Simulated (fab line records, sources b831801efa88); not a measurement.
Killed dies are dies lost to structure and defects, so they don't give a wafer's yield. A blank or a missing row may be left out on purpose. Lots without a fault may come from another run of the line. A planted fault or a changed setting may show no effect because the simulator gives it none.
fab line records | flow sky130
record lots=11 wafers=33 last_day=50
route steps=708 shown VIA2@527 METAL3@536 CAPM@550 PAD_OPEN@708
lots that met no fault: from a run of the same line without faults
start_h: hours from the record's first day to the start of the lot's first wafer shown | wait_h: hours since the lot's step before | " the same as in the row above | L1.1+2: a row that stands for several wafers | - no value, or no start given | * or withheld: withheld | < > ~ a bound
route shown NAME@n: a module of which the file shows steps, and the number in the route of the first | usual: mean/standard deviation of fault-free wafers | same: alike in all rows | chamber/n: place in a boat | sites: the reading at each site | _std_site: their standard deviation | _edge_site: outer sites' mean less inner sites' | radius_mm: how far each site lies from the wafer's centre | mask NAME#n: copy n | behind: the tool/chamber that last shaped the wafer | hold: why the lot was held/for how many hours/how that ended | device: the transistor (n, p or np) that didn't switch | end of line: the same wafers' tests at the end of the route | a step without rows: its recipe alone | killed: dies lost to structure and defects at the first sort, not the wafer's yield | map: a wafer's dies, x killed, . not, _ none there
set.NAME: the setting as run; set.NAME@STEP: as run at that earlier step | model.NAME: the simulator's own value behind a step, which no gauge read
steps of the route over a sample of lots; a table a step, a row a wafer
services: from which hour (start_h, from the record's first day; less than 0 if before it) a tool's chamber was out of use, for how many hours, and why
## steps
# step SKY_VIA2_SPUTTER_20
# recipe material=TiN target_thk_nm=20 chamber_pressure_pa=5 power_w=4000 time_s=80
# usual throttle_valve_pct=29.7/1.1
# columns lot.wafer tool chamber start_h wait_h throttle_valve_pct
L423.2 pvd_sputter-01 - 891.77 0.0 30.1
L423.3 " - " " 29.3
L423.4 " - " " 29.1
L426.2 pvd_sputter-03 - 893.37 0.0 30.4
L426.3 " - " " 31.2
L426.5 " - " " 30.5
L424.2 pvd_sputter-01 - 893.77 0.0 29.7
L424.4 " - " " 29.2
L424.6 " - " " 28.4
L427.2 pvd_sputter-04 - 893.81 0.0 30.6
L427.4 " - " " 28.8
L427.5 " - " " 30.4
L430.1 pvd_sputter-04 - 915.31 0.0 31.8
L430.4 " - " " 28.9
L430.6 " - " " 32.1
L432.1 pvd_sputter-01 - 943.25 0.0 29.4
L432.5 " - " " 28.8
L432.6 " - " " 30.0
L431.1 pvd_sputter-03 - 943.36 0.0 31.0
L431.2 " - " " 30.4
L431.6 " - " " 30.6
L433.1 pvd_sputter-01 - 948.47 0.0 29.9
L433.4 " - " " 28.2
L433.5 " - " " 29.5
L436.1 pvd_sputter-03 - 966.63 0.0 28.5
L436.2 " - " " 29.1
L436.5 " - " " 31.0
L438.2 pvd_sputter-01 - 970.84 0.0 29.9
L438.5 " - " " 30.1
L438.6 " - " " 28.6
L443.3 pvd_sputter-01 - 999.87 0.0 29.3
L443.5 " - " " 30.2
L443.6 " - " " 28.4
# step SKY_VIA2_CMP_24
# recipe stop_on=SiO2 t_overpolish_s=20 down_force_psi=3.5 platen_rpm=60 target_thk_nm=0 pad_velocity_m_s=0.94248
# usual motor_current_A=11.9/1.1 overpolish_run_s=20.000/0.009 time_to_endpoint_s=101/4.8
# columns lot.wafer tool chamber start_h wait_h motor_current_A overpolish_run_s time_to_endpoint_s
L423.3 cmp-02 0 892.14 0.0 12.7 20.001 99
L423.2 " 2 " " 10.7 20.002 91
L423.4 " 3 " " 11.2 19.998 95
L426.3 cmp-01 0 893.79 0.1 10.5 20.004 108
L426.2 " 1 " " 11.0 20.018 104
L426.5 " 0 " " 10.9 20.020 108
L424.2 cmp-02 3 894.15 0.0 11.4 19.999 102
L424.4 " 0 " " 13.0 20.001 102
L424.6 " 0 " " 13.0 20.005 105
L427.4 cmp-01 0 894.28 0.1 10.8 19.988 111
L427.2 " 1 " " 10.9 20.002 105
L427.5 " 2 " " 12.8 20.006 111
L430.4 cmp-01 1 916.35 0.7 10.5 19.994 105
L430.1 " 2 " " 12.8 20.000 115
L430.6 " 0 " " 11.0 20.005 113
L432.1 cmp-02 1 944.16 0.6 12.9 19.994 95
L432.6 " 1 " " 13.0 19.978 98
L432.5 " 2 " " 10.8 20.006 99
L431.1 cmp-02 1 944.51 0.8 13.4 20.016 94
L431.2 " 3 " " 11.6 20.012 101
L431.6 " 0 " " 13.1 19.978 101
L433.4 cmp-02 0 950.51 1.7 12.6 19.998 105
L433.1 " 1 " " 12.6 19.993 92
L433.5 " 3 " " 11.5 20.004 97
L436.1 cmp-02 2 967.06 0.1 10.7 19.989 99
L436.2 " 0 " " 13.4 19.994 104
L436.5 " 2 " " 11.4 20.011 99
L438.2 cmp-01 0 971.31 0.1 10.6 20.000 102
L438.6 " 2 " " 13.1 20.005 103
L438.5 " 3 " " 10.6 19.997 100
L443.3 cmp-01 2 1000.68 0.5 13.3 20.000 106
L443.6 " 1 " " 10.8 19.986 103
L443.5 " 2 " " 12.4 19.991 105
# step SKY_METAL3_SPUTTER_04
# recipe material=TiN target_thk_nm=70 power_w=6500 time_s=58.3 chamber_pressure_pa=0.4
# usual throttle_valve_pct=30.2/1.1
# columns lot.wafer tool chamber start_h wait_h throttle_valve_pct
L423.2 pvd_sputter-04 - 892.54 0.0 32.1
L423.3 " - " " 28.6
L423.4 " - " " 28.8
L426.2 pvd_sputter-04 - 894.14 0.0 28.8
L426.3 " - " " 30.3
L426.5 " - " " 28.7
L424.2 pvd_sputter-02 - 894.55 0.0 31.3
L424.4 " - " " 29.9
L424.6 " - " " 29.9
L427.2 pvd_sputter-04 - 894.59 0.0 32.1
L427.4 " - " " 29.2
L427.5 " - " " 30.3
L430.1 pvd_sputter-03 - 916.71 0.0 30.4
L430.4 " - " " 28.4
L430.6 " - " " 31.4
L432.1 pvd_sputter-02 - 944.56 0.0 31.2
L432.5 " - " " 29.8
L432.6 " - " " 29.2
L431.1 pvd_sputter-04 - 944.86 0.0 30.5
L431.2 " - " " 32.1
L431.6 " - " " 30.1
L433.1 pvd_sputter-02 - 950.86 0.0 30.0
L433.4 " - " " 31.4
L433.5 " - " " 29.6
L436.1 pvd_sputter-02 - 967.41 0.0 31.4
L436.2 " - " " 29.8
L436.5 " - " " 31.4
L438.2 pvd_sputter-02 - 971.62 0.0 29.4
L438.5 " - " " 31.3
L438.6 " - " " 29.8
L443.3 pvd_sputter-02 - 1001.03 0.0 31.3
L443.5 " - " " 29.7
L443.6 " - " " 31.6
# step SKY_CAPM_METAL_ETCH_13
# recipe target_depth_nm=220 stop_on=SiO2 chemistry=Cl2/BCl3 target=TiN pressure_mtorr=10 icp_w=900 bias_w=48.5 Cl2_flow_sccm=60 bcl3_flow_sccm=30 time_s=62.9
# usual bcl3_flow_sccm=30.00/0.092 bias_w=48.47/0.15 drypump_motor_current_A=6.00/0.28 oes_product_au=0.961/0.0078 throttle_valve_pct=21.891/0.01
# columns lot.wafer tool chamber start_h wait_h bcl3_flow_sccm bias_w drypump_motor_current_A oes_product_au rf_hours_counter_h throttle_valve_pct
L423.2 rie_metal-02 0 917.15 0.0 30.06 48.54 5.85 0.960 7 21.880
L423.3 " 1 " " 30.09 48.21 6.08 0.951 - 21.900
L423.4 " 0 " " 30.02 48.47 5.85 0.953 - 21.890
L426.2 rie_metal-01 1 919.16 0.0 - - - - - -
L426.3 " 1 " " - - - - - -
L426.5 " 1 " " - - - - - -
L424.2 rie_metal-02 1 919.20 0.0 - - - - - -
L424.4 " 0 " " - - - - - -
L424.6 " 0 " " - - - - - -
L427.2 rie_metal-01 1 919.50 0.0 29.91 48.57 5.96 0.954 17 21.903
L427.4 " 0 " " 30.22 48.38 6.25 0.954 - 21.914
L427.5 " 1 " " 29.86 48.64 5.94 0.941 - 21.903
L430.1 rie_metal-02 1 941.35 0.0 29.97 48.22 6.07 0.955 13 21.889
L430.4 " 1 " " 30.03 48.12 6.02 0.945 - 21.889
L430.6 " 1 " " 30.10 48.49 6.04 0.953 - 21.904
L432.1 rie_metal-01 1 968.41 0.0 30.07 48.68 5.95 0.968 1 21.894
L432.5 " 1 " " 29.97 48.50 5.95 0.959 - 21.891
L432.6 " 0 " " 30.14 48.61 6.28 0.968 - 21.876
L431.1 rie_metal-02 1 968.65 0.0 29.97 48.50 6.07 0.964 14 21.877
L431.2 " 0 " " 29.97 48.32 5.86 0.947 10 21.889
L431.6 " 1 " " 29.94 48.51 6.03 0.959 - 21.898
L433.1 rie_metal-02 0 974.41 0.0 29.96 48.28 5.84 0.951 10 21.887
L433.4 " 1 " " 29.84 48.75 6.08 0.950 - 21.898
L433.5 " 1 " " 30.04 48.75 6.03 0.955 - 21.889
L436.1 rie_metal-02 1 991.71 0.0 30.07 48.32 6.04 0.953 15 21.897
L436.2 " 0 " " 30.14 48.63 5.84 0.956 10 21.895
L436.5 " 1 " " 29.98 48.40 6.02 0.958 - 21.903
L438.2 rie_metal-02 0 995.07 0.0 29.86 48.51 5.86 0.970 11 21.887
L438.5 " 0 " " 29.81 48.54 5.87 0.951 - 21.886
L438.6 " 1 " " 29.96 48.33 6.04 0.965 - 21.884
L443.3 rie_metal-04 0 1024.54 0.0 30.08 48.50 5.35 0.950 - 21.903
L443.5 " 0 " " 29.94 48.44 5.35 0.961 - 21.885
L443.6 " 1 " " 30.07 48.53 6.36 0.959 - 21.866
# step SKY_CAPM_STRIP_14
# recipe chemistry=O2/N2 power_w=1400 pressure_mtorr=1500 platen_temp_c=withheld o2_flow_sccm=3000 n2_flow_sccm=300 overash_fraction=0.5
# usual drypump_motor_current_A=5.77/0.28 oes_product_au=0.710/0.0046 strip_time_to_endpoint_s=12.67/0.058
# columns lot.wafer tool chamber start_h wait_h drypump_motor_current_A oes_product_au rf_hours_counter_h strip_time_to_endpoint_s
L423.2 plasma_asher-04 1 917.23 0.1 6.00 0.706 17 12.67
L423.3 " 0 " " 5.60 0.720 - 12.69
L423.4 " 1 " " 6.00 0.713 - 12.62
L426.2 plasma_asher-01 0 919.24 0.1 5.87 0.719 49 14.23
L426.3 " 1 " " 5.69 0.717 - 14.21
L426.5 " 0 " " 5.83 0.714 - 14.21
L424.2 plasma_asher-04 0 919.28 0.1 5.58 0.712 18 14.23
L424.4 " 1 " " 6.02 0.716 - 14.21
L424.6 " 0 " " 5.57 0.721 - 14.24
L427.2 plasma_asher-01 1 919.58 0.1 5.74 0.718 49 12.60
L427.4 " 0 " " 5.86 0.711 - 12.60
L427.5 " 0 " " 5.84 0.712 - 12.63
L430.1 plasma_asher-04 1 941.43 0.1 6.01 0.708 20 12.78
L430.4 " 0 " " 5.59 0.709 - 12.78
L430.6 " 1 " " 6.02 0.710 - 12.71
L432.1 plasma_asher-04 0 968.49 0.1 5.58 0.703 23 12.63
L432.5 " 1 " " 6.01 0.706 - 12.61
L432.6 " 0 " " 5.58 0.706 - 12.65
L431.1 plasma_asher-02 1 968.73 0.1 6.18 0.709 114 12.71
L431.2 " 0 " " 5.33 0.708 114 12.71
L431.6 " 1 " " 6.19 0.716 - 12.70
L433.1 plasma_asher-01 0 974.49 0.1 5.87 0.717 55 12.69
L433.4 " 1 " " 5.72 0.714 - 12.74
L433.5 " 1 " " 5.70 0.704 - 12.70
L436.1 plasma_asher-04 1 991.79 0.1 6.00 0.708 24 12.68
L436.2 " 0 " " 5.59 0.717 24 12.66
L436.5 " 0 " " 5.61 0.712 - 12.71
L438.2 plasma_asher-01 0 995.15 0.1 5.82 0.713 57 12.61
L438.5 " 1 " " 5.67 0.697 - 12.66
L438.6 " 0 " " 5.83 0.715 - 12.67
L443.3 plasma_asher-02 0 1024.63 0.1 5.33 0.709 - 12.70
L443.5 " 0 " " 5.32 0.717 - 12.70
L443.6 " 1 " " 6.17 0.713 - 12.59
# step SKY_PAD_OPEN_PROBE_99
# usual defect_limited_yield=83.0/1.8 killed_at_M0_to_M3=42/6.6 killed_at_M4_up=3.0/1.7 killed_at_contacts=24/5.3 killed_at_front_end=15/4.5 killed_at_other=0.2/0.49 killed_dies=83/9 killed_on_rim=16/4 killed_open=45/6.9 killed_short=38/5.8 sort_bin_3_pad_short=0.8/0.4 sort_bin_5_function=10.0/1.5 sort_bin_6_memory=6.1/1.1 sort_n_pass=409/9 sort_yield_pct=83.0/1.8
# same gross_dies=492 killed_at_back_side=0 sort_bin_4_leakage[%]=0 sort_bin_8_speed[%]=0
# columns lot.wafer tool chamber start_h wait_h defect_limited_yield[%] killed_at_M0_to_M3 killed_at_M4_up killed_at_contacts killed_at_front_end killed_at_other killed_dies killed_on_rim killed_open killed_short sort_bin_3_pad_short[%] sort_bin_5_function[%] sort_bin_6_memory[%] sort_n_pass sort_yield_pct[%]
L423.2 prober-02 - 1111.08 0.1 82.9 35 5 26 18 0 84 18 34 49 1.8 9.1 6.1 408 82.9
L423.3 prober-02 - 1111.13 0.2 82.5 43 2 25 16 0 86 14 52 33 0.6 11.6 5.3 406 82.5
L423.4 prober-02 - 1111.18 0.2 85.2 40 3 16 14 0 73 16 41 31 0.4 8.9 5.5 419 85.2
L427.2 prober-02 - 1116.33 0.1 83.9 50 3 14 12 0 79 12 39 40 0.4 8.7 6.9 413 83.9
L427.4 prober-02 - 1116.43 0.2 82.1 44 3 25 16 0 88 17 42 46 1.0 11.4 5.5 404 82.1
L427.5 prober-02 - 1116.48 0.2 86.8 34 2 15 14 0 65 12 32 33 0.2 7.3 5.7 427 86.8
L426.2 prober-01 - 1116.61 0.3 0 49 6 19 20 398 492 96 53 41 1.0 92.3 6.7 0 0
L426.3 prober-01 - 1116.66 0.3 0 38 6 21 17 410 492 96 46 36 1.0 92.9 6.1 0 0
L426.5 prober-01 - 1116.76 0.4 0 31 1 27 11 422 492 96 39 31 0.6 92.3 7.1 0 0
L424.2 prober-02 - 1116.63 0.3 0 44 2 15 10 421 492 96 35 36 0.4 94.5 5.1 0 0
L424.4 prober-02 - 1116.73 0.4 0 44 6 26 11 405 492 96 52 35 1.2 92.7 6.1 0 0
L424.6 prober-02 - 1116.83 0.4 0 46 3 15 9 419 492 96 34 39 1.0 94.5 4.5 0 0
L430.1 prober-02 - 1130.22 0.1 82.1 42 0 28 16 2 88 18 48 40 0.2 10.8 6.9 404 82.1
L430.4 prober-02 - 1130.37 0.2 81.3 53 2 24 13 0 92 14 56 36 0.4 12.0 6.3 400 81.3
L430.6 prober-02 - 1130.47 0.2 86.0 39 5 11 14 0 69 10 41 28 1.4 8.5 4.1 423 86.0
L432.1 prober-02 - 1151.61 0.1 81.7 40 1 26 22 1 90 16 47 42 0.6 10.8 6.9 402 81.7
L432.5 prober-02 - 1151.81 0.2 82.7 35 5 28 17 0 85 20 48 37 0.8 11.2 5.3 407 82.7
L432.6 prober-02 - 1151.86 0.2 82.5 47 2 17 19 1 86 17 42 43 1.2 9.8 6.5 406 82.5
L431.1 prober-01 - 1152.90 0.1 83.9 37 0 25 17 0 79 18 37 41 1.6 10.0 4.5 413 83.9
L431.2 prober-01 - 1152.95 0.1 81.7 42 0 29 19 0 90 20 57 33 0.6 12.6 5.1 402 81.7
L431.6 prober-01 - 1153.15 0.2 84.6 39 2 22 13 0 76 12 37 39 1.2 8.3 5.9 416 84.6
L433.1 prober-01 - 1156.88 0.1 79.3 47 5 28 22 0 102 15 52 49 0.4 11.8 8.5 390 79.3
L433.4 prober-01 - 1157.03 0.2 85.2 35 5 24 9 0 73 15 36 37 0.6 9.6 4.7 419 85.2
L433.5 prober-01 - 1157.08 0.2 80.5 43 4 28 21 0 96 21 57 39 0.4 13.0 6.1 396 80.5
L436.1 prober-02 - 1168.09 0.1 81.9 54 5 20 10 0 89 11 47 40 1.2 10.0 6.9 403 81.9
L436.2 prober-02 - 1168.14 0.1 81.7 43 4 26 16 1 90 13 47 41 0.8 9.6 7.9 402 81.7
L436.5 prober-02 - 1168.29 0.2 80.9 57 5 18 14 0 94 21 46 48 0.6 11.6 6.9 398 80.9
L438.2 prober-02 - 1172.70 0.1 84.6 33 1 20 22 0 76 19 41 35 0.8 8.5 6.1 416 84.6
L438.5 prober-02 - 1172.85 0.2 85.2 33 6 26 8 0 73 8 45 28 1.4 8.9 4.5 419 85.2
L438.6 prober-02 - 1172.90 0.2 81.5 41 4 33 13 0 91 19 56 35 0.6 11.2 6.7 401 81.5
L443.3 prober-02 - 1193.20 0.2 83.9 38 3 22 16 0 79 15 40 39 1.4 9.1 5.5 413 83.9
L443.5 prober-02 - 1193.30 0.2 84.8 39 2 25 9 0 75 14 47 28 0 9.1 6.1 417 84.8
L443.6 prober-02 - 1193.35 0.2 83.7 42 2 21 15 0 80 16 43 37 0.6 11.0 4.7 412 83.7
# killed by level:class
L423.2 CONTACT:geometric_particle:open=9 LI_CONTACT:geometric_particle:open=8 METAL2:geometric_particle:short=7 FIELD_ISO:geometric_particle:short=6 METAL1:geometric_particle:short=6 VIA2:geometric_particle:open=5 FIELD_ISO:geometric_particle:open=4 POLY_GATE:geometric_particle:short=4
L423.3 VIA2:geometric_particle:open=10 CONTACT:geometric_particle:open=8 VIA1:geometric_particle:open=8 LI_CONTACT:geometric_particle:open=7 METAL2:geometric_particle:short=6 CONTACT:geometric_particle:short=5 FIELD_ISO:geometric_particle:open=4 POLY_GATE:geometric_particle:short=4
L423.4 VIA3:geometric_particle:open=13 VIA1:geometric_particle:open=9 FIELD_ISO:geometric_particle:short=5 VIA2:geometric_particle:open=5 POLY_GATE:geometric_particle:short=4 LOCAL_INTERCONNECT:geometric_particle:short=4 CONTACT:geometric_particle:open=4 METAL1:geometric_particle:short=4
L427.2 METAL1:geometric_particle:short=9 VIA3:geometric_particle:open=8 VIA1:geometric_particle:open=8 CONTACT:geometric_particle:open=7 FIELD_ISO:geometric_particle:short=5 METAL2:geometric_particle:short=5 VIA2:geometric_particle:open=5 VIA1:geometric_particle:short=4
L427.4 LI_CONTACT:geometric_particle:open=11 VIA1:geometric_particle:open=9 METAL1:geometric_particle:short=7 VIA3:geometric_particle:open=6 FIELD_ISO:geometric_particle:short=5 CONTACT:geometric_particle:short=5 METAL2:geometric_particle:short=4 CONTACT:geometric_particle:open=4
L427.5 VIA3:geometric_particle:open=7 CONTACT:geometric_particle:open=6 VIA2:geometric_particle:short=5 FIELD_ISO:geometric_particle:short=4 VIA2:geometric_particle:open=4 VIA1:geometric_particle:open=4 METAL2:geometric_particle:short=4 METAL3:geometric_particle:short=4
L426.2 CAPM:area_etch=398 VIA1:geometric_particle:open=13 CONTACT:geometric_particle:open=10 METAL2:geometric_particle:short=8 VIA2:geometric_particle:open=7 FIELD_ISO:geometric_particle:short=5 METAL4:geometric_particle:short=5 POLY_GATE:geometric_particle:short=4
L424.2 CAPM:area_etch=421 VIA1:geometric_particle:short=8 VIA2:geometric_particle:open=8 METAL1:geometric_particle:short=6 METAL2:geometric_particle:short=5 FIELD_ISO:geometric_particle:open=4 CONTACT:geometric_particle:short=4 VIA3:geometric_particle:open=4
L426.3 CAPM:area_etch=410 VIA1:geometric_particle:open=11 CONTACT:geometric_particle:open=7 METAL1:geometric_particle:short=6 FIELD_ISO:geometric_particle:open=5 LI_CONTACT:geometric_particle:open=5 VIA2:geometric_particle:open=5 METAL4:geometric_particle:short=4
L424.4 CAPM:area_etch=405 CONTACT:geometric_particle:open=9 VIA1:geometric_particle:open=9 LI_CONTACT:geometric_particle:open=8 VIA3:geometric_particle:open=5 METAL2:geometric_particle:short=5 METAL1:geometric_particle:short=4 VIA2:geometric_particle:open=4
L426.5 CAPM:area_etch=422 CONTACT:geometric_particle:open=7 VIA1:geometric_particle:open=7 LI_CONTACT:geometric_particle:open=6 FIELD_ISO:geometric_particle:open=5 LI_CONTACT:geometric_particle:short=5 CONTACT:geometric_particle:short=5 VIA3:geometric_particle:open=5
L424.6 CAPM:area_etch=419 METAL1:geometric_particle:short=10 VIA1:geometric_particle:open=10 CONTACT:geometric_particle:open=6 FIELD_ISO:geometric_particle:short=5 LI_CONTACT:geometric_particle:open=5 VIA1:geometric_particle:short=5 VIA2:geometric_particle:open=5
L430.1 CONTACT:geometric_particle:open=13 METAL2:geometric_particle:short=8 VIA3:geometric_particle:open=7 LI_CONTACT:geometric_particle:open=6 VIA1:geometric_particle:open=6 LOCAL_INTERCONNECT:geometric_particle:short=5 VIA2:geometric_particle:open=5 METAL3:geometric_particle:short=5
L430.4 CONTACT:geometric_particle:open=11 VIA1:geometric_particle:open=10 METAL2:geometric_particle:short=10 LI_CONTACT:geometric_particle:open=9 VIA3:geometric_particle:open=9 METAL1:geometric_particle:short=7 POLY_GATE:geometric_particle:open=6 POLY_GATE:geometric_particle:short=3
L430.6 VIA3:geometric_particle:open=9 VIA1:geometric_particle:open=7 METAL2:geometric_particle:short=7 FIELD_ISO:geometric_particle:open=5 POLY_GATE:geometric_particle:open=4 METAL1:geometric_particle:short=4 LI_CONTACT:geometric_particle:open=4 CONTACT:geometric_particle:open=4
L432.1 CONTACT:geometric_particle:open=14 VIA1:geometric_particle:open=13 POLY_GATE:geometric_particle:short=6 CONTACT:geometric_particle:short=6 POLY_GATE:geometric_particle:open=5 METAL2:geometric_particle:short=5 VIA1:geometric_particle:short=5 FIELD_ISO:geometric_particle:short=4
L432.5 CONTACT:geometric_particle:open=14 LI_CONTACT:geometric_particle:open=8 VIA2:geometric_particle:open=8 POLY_GATE:geometric_particle:open=7 VIA1:geometric_particle:short=6 FIELD_ISO:geometric_particle:open=5 METAL1:geometric_particle:short=5 METAL2:geometric_particle:short=5
L432.6 VIA1:geometric_particle:open=9 CONTACT:geometric_particle:open=8 VIA3:geometric_particle:open=8 METAL2:geometric_particle:short=6 FIELD_ISO:geometric_particle:short=5 VIA1:geometric_particle:short=5 POLY_GATE:geometric_particle:short=4 METAL1:geometric_particle:short=4
L431.1 VIA1:geometric_particle:open=11 CONTACT:geometric_particle:open=8 CONTACT:geometric_particle:short=6 VIA1:geometric_particle:short=6 LI_CONTACT:geometric_particle:short=5 VIA3:geometric_particle:open=5 POLY_GATE:geometric_particle:short=4 METAL1:geometric_particle:short=4
L431.2 CONTACT:geometric_particle:open=15 VIA1:geometric_particle:open=13 VIA3:geometric_particle:open=7 CONTACT:geometric_particle:short=6 SPACER:geometric_particle:short=5 FIELD_ISO:geometric_particle:open=4 SPACER:geometric_particle:open=4 LI_CONTACT:geometric_particle:open=4
L431.6 VIA1:geometric_particle:open=8 METAL2:geometric_particle:short=6 CONTACT:geometric_particle:short=6 LI_CONTACT:geometric_particle:open=5 CONTACT:geometric_particle:open=5 VIA2:geometric_particle:short=5 METAL3:geometric_particle:short=5 VIA3:geometric_particle:open=5
L433.1 VIA1:geometric_particle:open=13 CONTACT:geometric_particle:open=11 VIA1:geometric_particle:short=8 POLY_GATE:geometric_particle:open=7 VIA3:geometric_particle:open=7 POLY_GATE:geometric_particle:short=6 FIELD_ISO:geometric_particle:short=5 METAL1:geometric_particle:short=5
L433.4 CONTACT:geometric_particle:open=9 VIA1:geometric_particle:open=7 LI_CONTACT:geometric_particle:open=6 CONTACT:geometric_particle:short=5 VIA1:geometric_particle:short=5 VIA3:geometric_particle:open=5 METAL4:geometric_particle:short=5 METAL1:geometric_particle:short=4
L433.5 VIA1:geometric_particle:open=16 CONTACT:geometric_particle:open=13 METAL2:geometric_particle:short=8 LI_CONTACT:geometric_particle:open=8 FIELD_ISO:geometric_particle:short=7 POLY_GATE:geometric_particle:open=6 POLY_GATE:geometric_particle:short=5 VIA1:geometric_particle:short=4
L436.1 METAL2:geometric_particle:short=12 VIA1:geometric_particle:open=10 CONTACT:geometric_particle:open=8 VIA2:geometric_particle:open=6 LI_CONTACT:geometric_particle:open=5 METAL1:geometric_particle:short=5 VIA3:geometric_particle:open=5 POLY_GATE:geometric_particle:open=4
L436.2 VIA1:geometric_particle:open=12 LI_CONTACT:geometric_particle:open=9 CONTACT:geometric_particle:open=9 METAL2:geometric_particle:short=7 POLY_GATE:geometric_particle:short=5 VIA2:geometric_particle:open=5 LOCAL_INTERCONNECT:geometric_particle:short=4 METAL1:geometric_particle:short=4
L436.5 VIA1:geometric_particle:open=12 VIA1:geometric_particle:short=9 VIA3:geometric_particle:open=8 METAL1:geometric_particle:short=6 VIA2:geometric_particle:open=6 FIELD_ISO:geometric_particle:short=5 CONTACT:geometric_particle:open=5 METAL3:geometric_particle:short=5
L438.2 LI_CONTACT:geometric_particle:open=10 VIA1:geometric_particle:open=8 FIELD_ISO:geometric_particle:open=6 FIELD_ISO:geometric_particle:short=5 POLY_GATE:geometric_particle:short=5 VIA1:geometric_particle:short=5 VIA3:geometric_particle:open=5 METAL1:geometric_particle:short=4
L438.5 LI_CONTACT:geometric_particle:open=8 CONTACT:geometric_particle:short=7 CONTACT:geometric_particle:open=7 VIA1:geometric_particle:open=7 METAL1:geometric_particle:open=5 VIA2:geometric_particle:open=4 VIA4:geometric_particle:open=3 METAL1:geometric_particle:short=3
L438.6 CONTACT:geometric_particle:open=15 LI_CONTACT:geometric_particle:open=9 VIA1:geometric_particle:open=8 FIELD_ISO:geometric_particle:open=7 VIA2:geometric_particle:open=7 VIA3:geometric_particle:open=7 METAL2:geometric_particle:short=5 CONTACT:geometric_particle:short=4
L443.3 LI_CONTACT:geometric_particle:open=8 VIA1:geometric_particle:open=7 VIA3:geometric_particle:open=6 CONTACT:geometric_particle:open=6 FIELD_ISO:geometric_particle:short=5 METAL2:geometric_particle:short=5 POLY_GATE:geometric_particle:short=4 LI_CONTACT:geometric_particle:short=4
L443.5 CONTACT:geometric_particle:open=11 VIA2:geometric_particle:open=9 VIA1:geometric_particle:open=8 LI_CONTACT:geometric_particle:open=8 VIA3:geometric_particle:open=6 VIA2:geometric_particle:short=4 METAL2:geometric_particle:short=4 FIELD_ISO:geometric_particle:short=3
L443.6 VIA1:geometric_particle:open=11 LI_CONTACT:geometric_particle:open=9 METAL2:geometric_particle:short=8 VIA3:geometric_particle:open=7 LOCAL_INTERCONNECT:geometric_particle:short=6 FIELD_ISO:geometric_particle:short=5 POLY_GATE:geometric_particle:open=5 CONTACT:geometric_particle:open=4
## services
# columns tool chamber start_h hours kind
plasma_asher-01 - 875.50 1.4 repair
plasma_asher-04 - 899.54 2.0 repair
pvd_sputter-02 - 908.35 4.1 repair
cmp-01 - 912.00 4.0 pm
plasma_asher-02 - 913.32 2.1 repair
cmp-01 - 916.00 - consumable_replace:conditioner
cmp-01 - 916.00 - consumable_replace:pad
rie_metal-01 1 929.21 - clean
cmp-02 - 930.79 0.7 repair
pvd_sputter-02 0 939.23 - consumable_replace:kit
pvd_sputter-02 0 939.23 18.0 scheduled_down
pvd_sputter-02 0 939.23 18.0 vent_cycle
pvd_sputter-03 0 951.10 - consumable_replace:kit
pvd_sputter-03 0 951.10 18.0 scheduled_down
pvd_sputter-03 0 951.10 18.0 vent_cycle
pvd_sputter-03 - 962.79 1.5 repair
pvd_sputter-03 - 968.51 6.8 repair
rie_metal-04 0 983.52 15.0 repair
plasma_asher-04 - 995.02 4.6 repair
plasma_asher-04 - 997.23 2.9 repair
pvd_sputter-04 - 1004.57 4.8 repair
cmp-01 - 1007.31 2.1 repair
plasma_asher-02 - 1009.98 1.1 repair
plasma_asher-04 - 1012.32 2.8 pm
## key
first_sign step=SKY_CAPM_METAL_ETCH_13 reading=tool_record direction=missing
effect step=SKY_CAPM_STRIP_14 reading=strip_time_to_endpoint_s direction=up sigmas=27 usual=* struck=*
effect step=SKY_PAD_OPEN_PROBE_99 reading=killed_at_other direction=up sigmas=99+ usual=0.2 struck=412.5
more_kills_born_at SKY_CAPM_METAL_ETCH_13@rie_metal-02=1245 SKY_CAPM_METAL_ETCH_13@rie_metal-01=1230
met_at SKY_CAPM_METAL_ETCH_13
struck_lots L424,L426
later_rows_left_out L424.2,L424.4,L424.6,L426.2,L426.3,L426.5
not_acting_at SKY_VIA2_SPUTTER_20,SKY_VIA2_CMP_24,SKY_METAL3_SPUTTER_04
onset_between 917.15 919.16
fault kind=skipped_step_whole tool=rie_metal-01,rie_metal-02 chamber=- onset_h=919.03 steps=SKY_CAPM_METAL_ETCH_13 scope=struck_lots_only
# later_rows_left_out: the simulator's readings of these wafers behind a module that went badly wrong aren't trusted and aren't shown, but for the sort
